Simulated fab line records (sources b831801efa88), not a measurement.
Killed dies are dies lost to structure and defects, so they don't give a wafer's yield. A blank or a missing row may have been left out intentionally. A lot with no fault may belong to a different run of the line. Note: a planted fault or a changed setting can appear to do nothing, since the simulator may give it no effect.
A struck lot beside a sound one	flow sky130	13 out of 708 route steps
Sound: wafers L106.2, L106.3, L106.4. Wafers L100.3, L100.4, L100.5 were the ones struck. The cause comes at the end.
At each step with rows: each side's tool, then ch and its chambers, then its first start. Under that, the readings that differ: sound wafers	struck wafers	difference of the means	sigmas: that difference in standard deviations of wafers without a fault.
alike: readings with means less than 2 such deviations apart, plus words and numbers identical on both sides. not compared: withheld readings, readings lacking a value on some wafer, bounds such as >300 that could conceal the same value, and numbers that have no deviation in the record and whose values overlap.
The two part at a step that has a row with sigmas, a row that says differs or no value, or rows on one side only. Numbers that don't overlap but have no deviation are shown without sigmas and don't part them. A reading that every wafer of one side lacks parts them only if that side has two wafers or more.

first, 1 step without rows for these wafers: SKY_NWELL_IMPLANT_24.
SKY_NWELL_STRIP_25: strips in O2/N2.
  sound on plasma-asher-04 ch 0,1, day 9 02:10; struck on plasma-asher-03 ch 0,1, day 7 14:39
  alike: drypump-motor-current-A, oes-product-au, strip-time-to-endpoint-s
  not compared: rf-hours-counter-h
SKY_NWELL_TW_MEAS_26:
  sound on film-metro-02, day 9 02:17; struck on film-metro-01, day 7 14:44
  alike: NWELL_2_TW
then, 1 step without rows for these wafers: SKY_NWELL_CLEAN_27 (cleans in SC1/SC2, time 150 s).
SKY_NWELL_RTA_28: time 30 s.
  sound on rtp-anneal-02 ch 0, day 9 02:24; struck on rtp-anneal-02 ch 0, day 7 14:52
  alike: lamp-power-pct, wafer_temp_C_max
SKY_NWELL_RS_MEAS_29: uses a four-point probe to measure.
  sound on film-metro-02, day 9 02:30; struck on film-metro-02, day 7 14:59
  alike: NWELL_RS
SKY_NWELL_RS_MEAS_31: uses a four-point probe to measure.
  sound on film-metro-02, day 9 02:44; struck on film-metro-02, day 7 15:13
  alike: PWDE_RS
then, 3 steps without rows for these wafers: SKY_VT_ADJUST_HVTP_DEHYDRATE_00 (time 60 s); SKY_VT_ADJUST_HVTP_HMDS_01 (prime time 60 s); SKY_VT_ADJUST_HVTP_COAT_02 (resist thk 1140 nm).
SKY_VT_ADJUST_HVTP_SOFTBAKE_03: time 61.52 s.
  sound on litho-track-02 ch 0, day 9 14:01; struck on litho-track-02 ch 0, day 8 01:05
  alike: heater-power-total-W, plate-sensor-t-centre-C, plate-sensor-t-edge-C, resist-line-temp-C
SKY_VT_ADJUST_HVTP_EXPOSE_04: exposes mask HVTPM, target cd 380 nm.
  sound on iline-stepper-02 ch 0, day 9 14:09; struck on iline-stepper-02, day 8 01:13
  no value came back on the struck wafers for exposure-dose-mJ-cm2, focus-offset-nm (nm), reticle-temp-C (C); on the sound wafers exposure-dose-mJ-cm2 reads 141.2 141.2 141.4
  alike: mask
following that, these wafers have no rows for 1 step: SKY_VT_ADJUST_HVTP_PEB_05.

WHERE THEY PART
SKY_VT_ADJUST_HVTP_EXPOSE_04 only, going by this record.

WHY: whatever the simulator had introduced
Skipped step whole: iline-stepper-02, from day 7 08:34 on, at SKY_VT_ADJUST_HVTP_EXPOSE_04. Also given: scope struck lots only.
